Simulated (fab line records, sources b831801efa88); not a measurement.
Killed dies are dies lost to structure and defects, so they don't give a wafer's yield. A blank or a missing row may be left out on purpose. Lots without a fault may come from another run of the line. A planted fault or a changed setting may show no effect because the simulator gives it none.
One fault seen from 2 desks | flow sky130 | each desk has only its own numbers; what lay behind them comes last

THE TOOL OWNER'S DESK: wet_bench-02
The tool's own readings at SKY_NWELL_CLEAN_27 (cleans in SC1/SC2, time 150 s): means of the sampled wafers that have a number, for each lot that ran on this tool. A lot is out of limits, marked OUT, if its mean lies more than 4 standard deviations from the usual mean; the brackets give that distance.
Columns: A = bath_guard_temp_C at SKY_NWELL_CLEAN_27, usual 69.9 C; B = bath_heat_duty_pct at SKY_NWELL_CLEAN_27, usual 13.3 %
lot  | first seen here | A    | B
L468 | day 6 09:52     | 69.8 | 14.3
L479 | day 9 04:37     | 70.6 | 13.4
L485 | day 10 16:58    | 69.8 | 13.6
L487 | day 11 02:28    | 69.5 | 13.5
This desk's finding: nothing out of limits on any of the 4 lots.

THE METROLOGY DESK
What the gauges read, lot by lot, whatever tool the lot ran on: means of the sampled wafers that have a number. A lot is out of limits, marked OUT, if its mean lies more than 4 standard deviations from the usual mean; the brackets give that distance.
Columns: A = GATE_OXIDE_OVL at SKY_GATE_OXIDE_OVL_MEAS_10, usual 0.9 nm
lot  | first seen here | A
L464 | day 13 18:56    | 0.1
L465 | day 14 01:50    | 1.9
L466 | day 14 13:13    | 2.2
L467 | day 15 02:29    | 1.9
L468 | day 15 12:24    | 3.0
L472 | day 16 15:17    | 2.3
L476 | day 18 18:10    | 1.7
L479 | day 20 06:10    | 1.3
L478 | day 20 06:50    | 1.6
L485 | day 21 08:59    | 0.8
L486 | day 21 23:37    | -0.6
L487 | day 21 23:48    | 2.1
This desk's finding: nothing out of limits on any of the 12 lots.

PUT TOGETHER
The tool owner's desk saw nothing out of limits.
The metrology desk saw nothing out of limits.

WHAT THE SIMULATOR HAD PUT IN
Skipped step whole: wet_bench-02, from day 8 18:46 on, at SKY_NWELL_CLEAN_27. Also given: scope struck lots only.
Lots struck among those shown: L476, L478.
